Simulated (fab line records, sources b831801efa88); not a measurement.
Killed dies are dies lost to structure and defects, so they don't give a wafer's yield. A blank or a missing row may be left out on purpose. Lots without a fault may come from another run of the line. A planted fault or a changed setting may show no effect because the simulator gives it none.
A struck lot beside a sound one | flow gf180mcu | 21 steps out of a route of 602
Sound: wafers L626.2, L626.4, L626.5. Struck: wafer L621.6. (L621.4, L621.5 of the same lot were not struck and are left out.) The cause comes at the end.
At each step with rows: each side's tool, then ch and its chambers, then its first start. Under that, the readings that differ: sound wafers | struck wafers | difference of the means | sigmas: that difference in standard deviations of wafers without a fault.
alike: readings whose means differ by less than 2 such deviations, and words and numbers that are the same on both sides. not compared: withheld readings, readings that some wafer has no value for, bounds like >300 that may hide the same value, and numbers for which the record gives no deviation and whose values overlap.
The two part at a step that has a row with sigmas, a row that says differs or no value, or rows on one side only. Numbers that don't overlap but have no deviation are shown without sigmas and don't part them. A reading that every wafer of one side lacks parts them only if that side has two wafers or more.

GF_TOP_METAL_CD_MEAS_14: target cd 440 nm.
  sound on cd_sem-02, day 33 21:05; struck on cd_sem-02, day 32 16:17
  alike: cd_nm
GF_TOP_METAL_OVL_MEAS_15:
  sound on overlay-02, day 33 21:12; struck on overlay-02, day 32 16:22
  alike: TOP_METAL_OVL
GF_TOP_METAL_METAL_ETCH_16: etches the open film in Cl2/BCl3, stops on SiO2, target depth 1197 nm, time 199.5 s.
  sound on rie_metal-04 ch 0, day 33 21:14; struck on rie_metal-04 ch 1, day 32 16:26
  alike: drypump_motor_current_A, oes_product_au, throttle_valve_pct
  not compared: rf_hours_counter_h
GF_TOP_METAL_STRIP_17: strips in O2/N2.
  sound on plasma_asher-01 ch 0,1, day 33 21:25; struck on plasma_asher-03 ch 1, day 32 16:36
  reading                     | sound       | struck | difference | sigmas
  drypump_motor_current_A (A) | 6.0 6.2 6.0 | 5.0    | -1.1       | -2
  heater_power_w (W)          | 340 370 346 | 434    | +82        | +2
  alike: oes_product_au, strip_time_to_endpoint_s
  not compared: rf_hours_counter_h
then, 2 steps without rows for these wafers: GF_TOP_METAL_STRIP_18 (strips in post etch residue remover, time 1200 s); GF_TOP_METAL_CLEAN_19 (cleans in DIW).
GF_PASSIVATION_CVD_00: deposits SiO2 from TEOS, target thk 1000 nm, time 111.95 s.
  sound on pecvd-02 ch 1,2, day 33 22:02; struck on pecvd-01 ch 2, day 32 17:10
  reading              | sound                | struck | difference | sigmas
  susceptor_temp_C (C) | 400.43 400.08 400.03 | 399.69 | -0.49      | -2
  alike: heater_power_w
GF_PASSIVATION_THK_MEAS_01:
  sound on film_metro-01, day 33 22:08; struck on film_metro-03, day 32 17:14
  alike: PASSIVATION_CVD_00_THK
GF_PASSIVATION_CVD_02: deposits Si3N4, target thk 700 nm, time 486.18 s.
  sound on pecvd-03 ch 0,1,2, day 33 22:11; struck on pecvd-03 ch 0, day 32 17:24
  alike: heater_power_w, susceptor_temp_C
GF_PASSIVATION_THK_MEAS_03:
  sound on film_metro-02, day 33 22:29; struck on film_metro-03, day 32 17:34
  alike: PASSIVATION_CVD_02_THK
then, 2 steps without rows for these wafers: GF_PASSIVATION_DEHYDRATE_04 (time 60 s); GF_PASSIVATION_HMDS_05 (prime time 60 s).
GF_PASSIVATION_COAT_06: resist thk 4000 nm.
  sound on litho_track-04 ch 0, day 34 05:50; struck on litho_track-01 ch 0, day 33 01:10
  reading                                       | sound          | struck | difference | sigmas
  model.coat_of_PASSIVATION_COAT_06.thk_nm (nm) | 4011 4004 3985 | 4632   | +632       |
  alike: exhaust_pa
then, 4 steps without rows for these wafers: GF_PASSIVATION_SOFTBAKE_07; GF_PASSIVATION_EXPOSE_08 (exposes mask Pad, target cd 40000 nm); GF_PASSIVATION_PEB_09; GF_PASSIVATION_DEVELOP_10 (develop time 60 s).
GF_PASSIVATION_ETCH_11: etches the open film in CF4/O2, stops on TiN, target depth 2040 nm, time 453.3 s.
  sound on rie_diel-04 ch 0,1,2, day 34 13:13; struck on rie_diel-02 ch 2, day 33 09:50
  reading                                       | sound          | struck | difference | sigmas
  model.coat_of_PASSIVATION_COAT_06.thk_nm (nm) | 2652 2668 2645 | 3277   | +622       |
  alike: drypump_motor_current_A, oes_product_au, throttle_valve_pct
  not compared: rf_hours_counter_h
GF_PASSIVATION_STRIP_12: strips in O2/N2.
  sound on plasma_asher-01 ch 0, day 34 13:29; struck on plasma_asher-01 ch 1, day 33 10:08
  reading                      | sound             | struck | difference | sigmas
  strip_time_to_endpoint_s (s) | 33.08 33.25 33.01 | 40.23  | +7.12      | +28
  alike: drypump_motor_current_A, heater_power_w, oes_product_au
  not compared: rf_hours_counter_h
then, 2 steps without rows for these wafers: GF_PASSIVATION_ANNEAL_13 (time 1800 s); GF_PASSIVATION_PROBE_99.

WHERE THEY PART
First at GF_TOP_METAL_STRIP_17; last, within this record, at GF_PASSIVATION_STRIP_12.

WHY: what the simulator had put in
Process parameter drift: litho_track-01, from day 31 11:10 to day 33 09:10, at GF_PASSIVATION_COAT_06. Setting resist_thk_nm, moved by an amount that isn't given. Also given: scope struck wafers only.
